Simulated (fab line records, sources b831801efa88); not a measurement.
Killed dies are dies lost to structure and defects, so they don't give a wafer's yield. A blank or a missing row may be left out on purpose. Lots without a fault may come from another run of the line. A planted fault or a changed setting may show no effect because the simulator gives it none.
Which tool did it? | flow gf180mcu | 14 lots, 42 wafers sampled, at 4 steps of a route of 602

WHAT THE GAUGES READ, wafer by wafer
The record holds no reading of a measuring or inspecting step that can be judged against a usual standard deviation.

WHICH TOOL RAN EACH LOT (tool, then ch and the chambers of the sampled wafers, then the start)
lot  | GF_HV_LDD_DEVELOP_18              | GF_SALICIDE_SPUTTER_03       | GF_CONTACT_CMP_27             | GF_M1_SPUTTER_04
L971 | litho_track-04 ch 0, day 11 03:34 | pvd_sputter-03, day 15 12:23 | cmp-01 ch 1,2, day 16 11:53   | pvd_sputter-03, day 16 12:22
L974 | litho_track-04 ch 0, day 11 17:31 | pvd_sputter-02, day 16 02:05 | cmp-02 ch 2,3, day 17 02:16   | pvd_sputter-01, day 17 02:42
L975 | litho_track-02 ch 0, day 12 08:07 | pvd_sputter-03, day 16 19:59 | cmp-01 ch 1,3, day 17 21:22   | pvd_sputter-03, day 17 21:51
L976 | litho_track-02 ch 0, day 12 10:46 | pvd_sputter-02, day 17 00:08 | cmp-02 ch 2,3, day 18 01:26   | pvd_sputter-01, day 18 01:55
L977 | litho_track-02 ch 0, day 12 23:37 | pvd_sputter-01, day 17 15:11 | cmp-01 ch 0,2,3, day 18 17:46 | pvd_sputter-01, day 18 18:06
L981 | litho_track-02 ch 0, day 14 01:33 | pvd_sputter-03, day 18 22:57 | cmp-01 ch 0,1, day 20 01:11   | pvd_sputter-04, day 20 01:40
L982 | litho_track-02, day 14 02:28      | -                            | -                             | -
L983 | litho_track-03, day 14 15:11      | -                            | -                             | -
L985 | litho_track-02 ch 0, day 15 10:43 | pvd_sputter-01, day 20 13:14 | cmp-01 ch 0,2,3, day 21 15:17 | pvd_sputter-01, day 21 15:43
L986 | litho_track-02 ch 0, day 15 11:01 | pvd_sputter-02, day 20 15:50 | cmp-02 ch 0,1, day 21 17:01   | pvd_sputter-01, day 21 17:29
L990 | litho_track-02 ch 0, day 16 19:46 | pvd_sputter-01, day 22 01:32 | cmp-02 ch 1,3, day 23 02:13   | pvd_sputter-01, day 23 02:42
L991 | litho_track-03 ch 0, day 17 05:30 | pvd_sputter-03, day 22 10:36 | cmp-02 ch 0,3, day 23 11:40   | pvd_sputter-01, day 23 12:06
L992 | litho_track-03 ch 0, day 17 05:47 | pvd_sputter-02, day 22 12:50 | cmp-01 ch 0,1, day 23 13:55   | pvd_sputter-04, day 23 14:23
L993 | litho_track-03 ch 0, day 17 15:02 | pvd_sputter-01, day 22 21:11 | cmp-02 ch 0,1,3, day 23 21:46 | pvd_sputter-01, day 23 22:12
- GF_HV_LDD_DEVELOP_18: develop time 60 s.
- GF_SALICIDE_SPUTTER_03: material TiN, target thk 20 nm, time 16.7 s.
- GF_CONTACT_CMP_27: polishes, stops on SiO2, t overpolish 15 s, target thk 0 nm.
- GF_M1_SPUTTER_04: material TiN, target thk 50 nm, time 41.7 s.

WHAT THE TOOLS THEMSELVES READ (means of the sampled wafers that have a number; where no wafer has one, the mark that the record gives instead)
GF_HV_LDD_DEVELOP_18.
lot  | tool           | chill_plate_temp_C (C)
L971 | litho_track-04 | 22.97
L974 | litho_track-04 | 23.02
L975 | litho_track-02 | 22.93
L976 | litho_track-02 | 23.02
L977 | litho_track-02 | 23.07
L981 | litho_track-02 | 22.96
L982 | litho_track-02 | -
L983 | litho_track-03 | -
L985 | litho_track-02 | 23.03
L986 | litho_track-02 | 22.92
L990 | litho_track-02 | 22.92
L991 | litho_track-03 | 23.01
L992 | litho_track-03 | 23.01
L993 | litho_track-03 | 22.97

GF_SALICIDE_SPUTTER_03.
lot  | tool           | throttle_valve_pct (%)
L971 | pvd_sputter-03 | 30.6
L974 | pvd_sputter-02 | 29.5
L975 | pvd_sputter-03 | 30.9
L976 | pvd_sputter-02 | 30.4
L977 | pvd_sputter-01 | 30.1
L981 | pvd_sputter-03 | 30.4
L985 | pvd_sputter-01 | 30.1
L986 | pvd_sputter-02 | 29.5
L990 | pvd_sputter-01 | 30.1
L991 | pvd_sputter-03 | 31.1
L992 | pvd_sputter-02 | 29.8
L993 | pvd_sputter-01 | 30.0

GF_CONTACT_CMP_27.
lot  | tool   | motor_current_A (A) | overpolish_run_s (s) | time_to_endpoint_s (s)
L971 | cmp-01 | 11.7                | 15.001               | 74
L974 | cmp-02 | 14.5                | 15.006               | 77
L975 | cmp-01 | 11.9                | 14.998               | 75
L976 | cmp-02 | 13.5                | 15.001               | 77
L977 | cmp-01 | 11.6                | 14.996               | 71
L981 | cmp-01 | 11.4                | 14.998               | 67
L985 | cmp-01 | 11.6                | 14.993               | 64
L986 | cmp-02 | 11.9                | 14.999               | 78
L990 | cmp-02 | 9.9                 | 14.993               | 70
L991 | cmp-02 | 13.4                | 15.004               | 74
L992 | cmp-01 | 11.6                | 14.999               | 76
L993 | cmp-02 | 11.7                | 14.995               | 78

GF_M1_SPUTTER_04.
lot  | tool           | throttle_valve_pct (%)
L971 | pvd_sputter-03 | 31.2
L974 | pvd_sputter-01 | 30.9
L975 | pvd_sputter-03 | 30.6
L976 | pvd_sputter-01 | 30.0
L977 | pvd_sputter-01 | 30.2
L981 | pvd_sputter-04 | 28.9
L985 | pvd_sputter-01 | 29.9
L986 | pvd_sputter-01 | 30.2
L990 | pvd_sputter-01 | 30.6
L991 | pvd_sputter-01 | 30.1
L992 | pvd_sputter-04 | 28.7
L993 | pvd_sputter-01 | 30.6

THE ANSWER, worked out from the rows above alone
Rule: what is usual is taken from the lots themselves. Put in order of their means at a reading, lots are off if they are a third of the lots or fewer, leave a main group of 4 or more, and stand apart from it by a gap of 3 or more times the standard deviation of the main group's means; of several such gaps the widest counts. A main group whose means are all the same, to the digits that the tables above print for the reading, isn't used. A lot without any number at a reading at which 4 lots or more have one is off too. The other lots that the step has rows for count as sound. The gauges are gone through in route order, then the tools' own readings, and for those a lot's mean is taken as printed above. The first step at which some lot is off is used, and at that step the reading that is off furthest; a lot without a number counts as furthest.
Off: L982, L983, at GF_HV_LDD_DEVELOP_18 (chill_plate_temp_C). Without a number there: L982, L983. The main group: mean 22.99 C, standard deviation 0.046.
A tool fits if, at that step or a process step before it, it ran every lot that is off, and no sound lot after the first of them. None of those tried fits.

WHAT THE SIMULATOR HAD PUT IN
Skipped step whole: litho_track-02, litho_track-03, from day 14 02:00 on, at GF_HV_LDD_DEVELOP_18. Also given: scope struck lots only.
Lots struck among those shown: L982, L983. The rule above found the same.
